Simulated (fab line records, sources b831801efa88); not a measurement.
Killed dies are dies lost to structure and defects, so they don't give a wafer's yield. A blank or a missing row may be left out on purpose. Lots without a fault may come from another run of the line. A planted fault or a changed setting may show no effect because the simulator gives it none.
Which tool did it? | flow gf180mcu | 24 lots, 72 wafers sampled, at 6 steps of a route of 602

WHAT THE GAUGES READ, wafer by wafer
GF_V4_THK_MEAS_25: measures by xrf.
lot  | measured     | on            | V4_W_THK (nm)
L074 | day 25 03:23 | film_metro-03 | 369 365 357
L075 | day 25 16:14 | film_metro-02 | 359 358 363
L077 | day 25 21:20 | film_metro-02 | 360 372 370
L076 | day 25 21:21 | film_metro-01 | 347 352 346
L078 | day 25 23:32 | film_metro-01 | 348 347 345
L080 | day 26 13:02 | film_metro-03 | 369 372 367
L079 | day 26 16:26 | film_metro-03 | 377 368 382
L082 | day 27 04:43 | film_metro-03 | 355 356 363
L083 | day 27 11:53 | film_metro-03 | 364 358 368
L081 | day 27 12:14 | film_metro-03 | 368 377 375
L084 | day 27 18:59 | film_metro-02 | 357 357 360
L085 | day 27 23:21 | film_metro-02 | 363 358 367
L086 | day 28 15:43 | film_metro-01 | 350 345 350
L087 | day 28 17:17 | film_metro-03 | 352 358 362
L088 | day 28 17:55 | film_metro-01 | 360 354 360
L089 | day 29 06:31 | film_metro-03 | 364 364 374
L090 | day 29 15:40 | film_metro-03 | 356 359 358
L091 | day 29 21:17 | film_metro-01 | 354 346 346
L092 | day 30 01:31 | film_metro-03 | 349 349 353
L093 | day 30 05:53 | film_metro-03 | 369 360 359
L094 | day 30 14:34 | film_metro-03 | 370 369 363
L095 | day 30 16:43 | film_metro-03 | 356 356 357
L096 | day 31 00:11 | film_metro-03 | 360 371 367
L097 | day 31 03:07 | film_metro-03 | 364 357 368

GF_M5_OVL_MEAS_08.
lot  | measured     | on         | M5_OVL (nm)
L074 | day 26 22:15 | overlay-02 | -3 -2 -1
L075 | day 27 10:52 | overlay-01 | 12 13 11
L077 | day 27 15:25 | overlay-01 | 1 0 0
L076 | day 27 15:04 | overlay-02 | 6 2 4
L078 | day 27 18:21 | overlay-01 | -1 8 6
L080 | day 28 05:16 | overlay-01 | 1 2 9
L079 | day 28 09:13 | overlay-01 | 2 11 10
L082 | day 28 21:10 | overlay-01 | -6 -4 -6
L083 | day 29 03:28 | overlay-02 | -2 -3 -4
L081 | day 29 04:15 | overlay-01 | -9 3 -12
L084 | day 29 11:30 | overlay-01 | 2 -1 4
L085 | day 29 15:46 | overlay-02 | 5 3 8
L086 | day 30 07:39 | overlay-01 | 1 -5 9
L087 | day 30 09:43 | overlay-01 | 3 6 1
L088 | day 30 09:52 | overlay-02 | 9 0 -4
L089 | day 30 21:22 | overlay-02 | -1 -10 -5
L090 | day 31 05:19 | overlay-01 | 4 6 3
L091 | day 31 10:19 | overlay-01 | 10 8 1
L092 | day 31 15:03 | overlay-01 | -1 6 3
L093 | day 31 19:06 | overlay-02 | 2 12 8
L094 | day 32 02:10 | overlay-01 | 4 2 0
L095 | day 32 04:48 | overlay-01 | -2 -1 -2
L096 | day 32 11:49 | overlay-02 | -4 -5 0
L097 | day 32 15:04 | overlay-02 | 12 -1 9

WHICH TOOL RAN EACH LOT (tool, then ch and the chambers of the sampled wafers, then the start)
lot  | GF_MIM_SPUTTER_00            | GF_MIM_SPUTTER_01            | GF_MIM_SPUTTER_02            | GF_MIM_SPUTTER_08
L074 | pvd_sputter-02, day 25 03:45 | pvd_sputter-02, day 25 03:51 | pvd_sputter-02, day 25 03:53 | pvd_sputter-03, day 25 04:07
L075 | pvd_sputter-02, day 25 16:35 | pvd_sputter-02, day 25 16:41 | pvd_sputter-02, day 25 16:43 | pvd_sputter-03, day 25 16:57
L077 | pvd_sputter-02, day 25 21:42 | pvd_sputter-02, day 25 21:48 | pvd_sputter-02, day 25 21:50 | pvd_sputter-03, day 25 22:05
L076 | pvd_sputter-03, day 25 21:41 | pvd_sputter-03, day 25 21:47 | pvd_sputter-03, day 25 21:49 | pvd_sputter-01, day 25 22:02
L078 | pvd_sputter-02, day 25 23:54 | pvd_sputter-02, day 26 00:00 | pvd_sputter-02, day 26 00:02 | pvd_sputter-01, day 26 00:15
L080 | pvd_sputter-02, day 26 13:24 | pvd_sputter-02, day 26 13:30 | pvd_sputter-02, day 26 13:32 | pvd_sputter-03, day 26 13:46
L079 | pvd_sputter-01, day 26 16:47 | pvd_sputter-01, day 26 16:53 | pvd_sputter-01, day 26 16:55 | pvd_sputter-01, day 26 17:09
L082 | pvd_sputter-02, day 27 05:23 | pvd_sputter-02, day 27 05:29 | pvd_sputter-02, day 27 05:31 | pvd_sputter-03, day 27 05:44
L083 | pvd_sputter-03, day 27 12:14 | pvd_sputter-03, day 27 12:20 | pvd_sputter-03, day 27 12:23 | pvd_sputter-01, day 27 12:36
L081 | pvd_sputter-03, day 27 12:36 | pvd_sputter-03, day 27 12:42 | pvd_sputter-03, day 27 12:44 | pvd_sputter-01, day 27 12:57
L084 | pvd_sputter-02, day 27 19:20 | pvd_sputter-02, day 27 19:26 | pvd_sputter-02, day 27 19:28 | pvd_sputter-03, day 27 19:42
L085 | pvd_sputter-02, day 27 23:42 | pvd_sputter-02, day 27 23:48 | pvd_sputter-02, day 27 23:50 | pvd_sputter-01, day 28 00:04
L086 | pvd_sputter-02, day 28 16:05 | pvd_sputter-02, day 28 16:11 | pvd_sputter-02, day 28 16:13 | pvd_sputter-01, day 28 16:26
L087 | pvd_sputter-01, day 28 17:38 | pvd_sputter-01, day 28 17:44 | pvd_sputter-01, day 28 17:46 | pvd_sputter-02, day 28 18:00
L088 | pvd_sputter-01, day 28 18:17 | pvd_sputter-01, day 28 18:23 | pvd_sputter-01, day 28 18:25 | pvd_sputter-02, day 28 18:38
L089 | pvd_sputter-03, day 29 06:51 | pvd_sputter-03, day 29 06:57 | pvd_sputter-03, day 29 06:59 | pvd_sputter-01, day 29 07:13
L090 | pvd_sputter-02, day 29 16:01 | pvd_sputter-02, day 29 16:07 | pvd_sputter-02, day 29 16:09 | pvd_sputter-01, day 29 16:22
L091 | pvd_sputter-02, day 29 21:38 | pvd_sputter-02, day 29 21:44 | pvd_sputter-02, day 29 21:46 | pvd_sputter-01, day 29 21:59
L092 | pvd_sputter-03, day 30 01:59 | pvd_sputter-03, day 30 02:05 | pvd_sputter-03, day 30 02:07 | pvd_sputter-01, day 30 02:21
L093 | pvd_sputter-02, day 30 06:15 | pvd_sputter-02, day 30 06:21 | pvd_sputter-02, day 30 06:23 | pvd_sputter-01, day 30 06:37
L094 | pvd_sputter-03, day 30 14:55 | pvd_sputter-03, day 30 15:01 | pvd_sputter-03, day 30 15:03 | pvd_sputter-01, day 30 15:17
L095 | pvd_sputter-02, day 30 17:04 | pvd_sputter-02, day 30 17:10 | pvd_sputter-02, day 30 17:12 | pvd_sputter-01, day 30 17:26
L096 | pvd_sputter-01, day 31 00:32 | pvd_sputter-01, day 31 00:38 | pvd_sputter-01, day 31 00:40 | pvd_sputter-03, day 31 00:54
L097 | pvd_sputter-02, day 31 03:26 | pvd_sputter-02, day 31 03:32 | pvd_sputter-02, day 31 03:34 | pvd_sputter-01, day 31 03:49
- GF_MIM_SPUTTER_00: material Ti, target thk 37.5 nm, time 150 s.
- GF_MIM_SPUTTER_01: material TiN, target thk 30 nm, time 25 s.
- GF_MIM_SPUTTER_02: material AlCu, target thk 450 nm, time 23.9 s.
- GF_MIM_SPUTTER_08: material AlCu, target thk 200 nm, time 10.6 s.

WHAT THE TOOLS THEMSELVES READ (means of the sampled wafers that have a number; where no wafer has one, the mark that the record gives instead)
GF_MIM_SPUTTER_00.
lot  | tool           | throttle_valve_pct (%)
L074 | pvd_sputter-02 | 29.1
L075 | pvd_sputter-02 | 30.5
L077 | pvd_sputter-02 | 29.3
L076 | pvd_sputter-03 | 29.9
L078 | pvd_sputter-02 | 30.1
L080 | pvd_sputter-02 | 30.1
L079 | pvd_sputter-01 | 29.1
L082 | pvd_sputter-02 | 29.0
L083 | pvd_sputter-03 | 29.7
L081 | pvd_sputter-03 | 29.0
L084 | pvd_sputter-02 | 29.9
L085 | pvd_sputter-02 | 30.4
L086 | pvd_sputter-02 | 29.8
L087 | pvd_sputter-01 | 29.8
L088 | pvd_sputter-01 | 28.0
L089 | pvd_sputter-03 | 29.6
L090 | pvd_sputter-02 | 29.5
L091 | pvd_sputter-02 | 29.2
L092 | pvd_sputter-03 | 29.6
L093 | pvd_sputter-02 | 30.0
L094 | pvd_sputter-03 | 29.8
L095 | pvd_sputter-02 | 30.4
L096 | pvd_sputter-01 | 30.0
L097 | pvd_sputter-02 | 30.4

GF_MIM_SPUTTER_01.
lot  | tool           | throttle_valve_pct (%)
L074 | pvd_sputter-02 | 29.3
L075 | pvd_sputter-02 | 30.4
L077 | pvd_sputter-02 | 29.1
L076 | pvd_sputter-03 | 29.9
L078 | pvd_sputter-02 | 30.2
L080 | pvd_sputter-02 | 30.0
L079 | pvd_sputter-01 | 29.0
L082 | pvd_sputter-02 | 29.3
L083 | pvd_sputter-03 | 29.6
L081 | pvd_sputter-03 | 28.9
L084 | pvd_sputter-02 | 30.0
L085 | pvd_sputter-02 | 30.4
L086 | pvd_sputter-02 | 29.8
L087 | pvd_sputter-01 | 29.7
L088 | pvd_sputter-01 | 27.8
L089 | pvd_sputter-03 | 29.8
L090 | pvd_sputter-02 | 29.8
L091 | pvd_sputter-02 | 29.1
L092 | pvd_sputter-03 | 29.6
L093 | pvd_sputter-02 | 30.0
L094 | pvd_sputter-03 | 29.7
L095 | pvd_sputter-02 | 30.4
L096 | pvd_sputter-01 | 30.0
L097 | pvd_sputter-02 | 30.3

GF_MIM_SPUTTER_02.
lot  | tool           | throttle_valve_pct (%)
L074 | pvd_sputter-02 | 29.1
L075 | pvd_sputter-02 | 30.3
L077 | pvd_sputter-02 | 29.2
L076 | pvd_sputter-03 | 29.8
L078 | pvd_sputter-02 | 30.3
L080 | pvd_sputter-02 | 30.1
L079 | pvd_sputter-01 | 29.0
L082 | pvd_sputter-02 | 29.0
L083 | pvd_sputter-03 | 29.7
L081 | pvd_sputter-03 | 28.9
L084 | pvd_sputter-02 | 29.9
L085 | pvd_sputter-02 | 30.4
L086 | pvd_sputter-02 | 29.7
L087 | pvd_sputter-01 | 29.8
L088 | pvd_sputter-01 | 27.7
L089 | pvd_sputter-03 | 29.7
L090 | pvd_sputter-02 | 29.6
L091 | pvd_sputter-02 | 29.1
L092 | pvd_sputter-03 | 29.7
L093 | pvd_sputter-02 | 29.9
L094 | pvd_sputter-03 | 29.6
L095 | pvd_sputter-02 | 30.4
L096 | pvd_sputter-01 | 30.1
L097 | pvd_sputter-02 | 30.3

GF_MIM_SPUTTER_08.
lot  | tool           | throttle_valve_pct (%)
L074 | pvd_sputter-03 | 30.4
L075 | pvd_sputter-03 | 29.1
L077 | pvd_sputter-03 | 29.1
L076 | pvd_sputter-01 | 29.1
L078 | pvd_sputter-01 | 29.2
L080 | pvd_sputter-03 | 29.9
L079 | pvd_sputter-01 | 27.7
L082 | pvd_sputter-03 | 30.0
L083 | pvd_sputter-01 | 30.1
L081 | pvd_sputter-01 | 28.7
L084 | pvd_sputter-03 | 29.9
L085 | pvd_sputter-01 | 29.9
L086 | pvd_sputter-01 | 28.9
L087 | pvd_sputter-02 | 29.2
L088 | pvd_sputter-02 | 30.3
L089 | pvd_sputter-01 | 28.9
L090 | pvd_sputter-01 | 29.1
L091 | pvd_sputter-01 | 29.2
L092 | pvd_sputter-01 | 29.8
L093 | pvd_sputter-01 | 29.6
L094 | pvd_sputter-01 | 29.4
L095 | pvd_sputter-01 | 30.0
L096 | pvd_sputter-03 | 28.9
L097 | pvd_sputter-01 | 30.0

THE ANSWER, worked out from the rows above alone
Rule: what is usual is taken from the lots themselves. Put in order of their means at a reading, lots are off if they are a third of the lots or fewer, leave a main group of 4 or more, and stand apart from it by a gap of 3 or more times the standard deviation of the main group's means; of several such gaps the widest counts. A main group whose means are all the same, to the digits that the tables above print for the reading, isn't used. A lot without any number at a reading at which 4 lots or more have one is off too. The other lots that the step has rows for count as sound. The gauges are gone through in route order, then the tools' own readings, and for those a lot's mean is taken as printed above. The first step at which some lot is off is used, and at that step the reading that is off furthest; a lot without a number counts as furthest.
No lot is off at any reading shown: from this, nothing can be told.

WHAT THE SIMULATOR HAD PUT IN
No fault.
